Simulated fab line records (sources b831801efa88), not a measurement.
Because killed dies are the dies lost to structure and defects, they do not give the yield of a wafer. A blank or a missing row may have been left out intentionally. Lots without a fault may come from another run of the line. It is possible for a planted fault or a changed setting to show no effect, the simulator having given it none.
Which of the tools did it?	flow sky130	30 wafers from 10 lots sampled at 2 of the route's 708 steps

== WHAT EACH GAUGE READ, for each wafer ==
SKY_GATE_OXIDE_OVL_MEAS_10. Usual: GATE_OXIDE_OVL -0.7 nm, standard deviation 1.1.
lot	measured	on	GATE_OXIDE_OVL (nm)	flag
L307	day 13 09:42	overlay-01	-0.6 -2.0 -1.2	
L317	day 17 20:17	overlay-02	-2.2 -0.3 -2.3	
L318	day 18 00:28	overlay-01	0.5 -1.8 -0.5	
L321	day 18 21:31	overlay-02	-0.9 -1.6 -0.5	
L325	day 20 08:49	overlay-01	0.8 -0.4 -0.3	
L326	day 20 12:49	overlay-02	-1.6 -0.6 -1.6	
L327	day 20 18:52	overlay-02	-0.7 0.7 1.5	
L328	day 21 02:44	overlay-02	-0.9 -0.9 -0.9	
L329	day 21 15:20	overlay-02	-0.2 -0.7 -0.8	
L330	day 21 20:42	overlay-02	-0.9 0.0 -0.9	

== EACH LOT AND THE TOOL THAT RAN IT (in order: tool; ch and the chambers of the sampled wafers; start) ==
lot	SKY_VT_ADJUST_HVTR_STRIP_10
L307	plasma-asher-02 ch 0,1, day 9 06:37
L317	plasma-asher-03 ch 0,1, day 12 20:40
L318	plasma-asher-02 ch 0,1, day 13 02:29
L321	plasma-asher-02 ch 0,1, day 13 20:58
L325	plasma-asher-04 ch 0,1, day 15 03:47
L326	plasma-asher-03 ch 0,1, day 15 06:17
L327	plasma-asher-03 ch 0,1, day 15 12:08
L328	plasma-asher-03 ch 0,1, day 15 19:28
L329	plasma-asher-02 ch 0, day 16 06:53
L330	plasma-asher-03 ch 0,1, day 16 11:41
- SKY_VT_ADJUST_HVTR_STRIP_10: strips in O2/N2.

== AS READ BY THE TOOLS THEMSELVES (means over the sampled wafers that have a number; for cases with no such wafer, the mark the record gives instead) ==
SKY_VT_ADJUST_HVTR_STRIP_10. Usual: drypump-motor-current-A 5.5 A, standard deviation 0.37; oes-product-au 0.715 a.u., standard deviation 0.0049; strip-time-to-endpoint-s 14.19 s, standard deviation 0.034.
lot	tool	drypump-motor-current-A (A)	oes-product-au (a.u.)	strip-time-to-endpoint-s (s)	flag
L307	plasma-asher-02	5.5	0.712	14.20	
L317	plasma-asher-03	5.4	0.716	14.16	
L318	plasma-asher-02	5.5	0.719	14.19	
L321	plasma-asher-02	5.5	0.719	14.16	
L325	plasma-asher-04	5.4	0.716	14.21	
L326	plasma-asher-03	5.6	0.717	14.17	
L327	plasma-asher-03	5.3	0.715	14.19	
L328	plasma-asher-03	5.3	0.721	14.22	
L329	plasma-asher-02	5.6	0.717	14.25	
L330	plasma-asher-03	5.6	0.714	14.23	

== THE ANSWER, worked out from the rows above alone ==
Rule: lot off if the mean of its wafers having a number is beyond 3 standard deviations from the usual mean. Also off: a lot with no number at a reading for which 4 or more lots have one. Where the step has rows for the other lots, those lots are counted as sound. The gauges are gone through in route order, then the tools' own readings, and for those a lot's mean is taken as printed above. At the first step where some lot is off, the reading lying furthest off is the one used; lots without a number count as furthest.
None of the lots is off at any reading shown; this tells nothing.

== WHAT THE SIMULATOR HAD PUT IN ==
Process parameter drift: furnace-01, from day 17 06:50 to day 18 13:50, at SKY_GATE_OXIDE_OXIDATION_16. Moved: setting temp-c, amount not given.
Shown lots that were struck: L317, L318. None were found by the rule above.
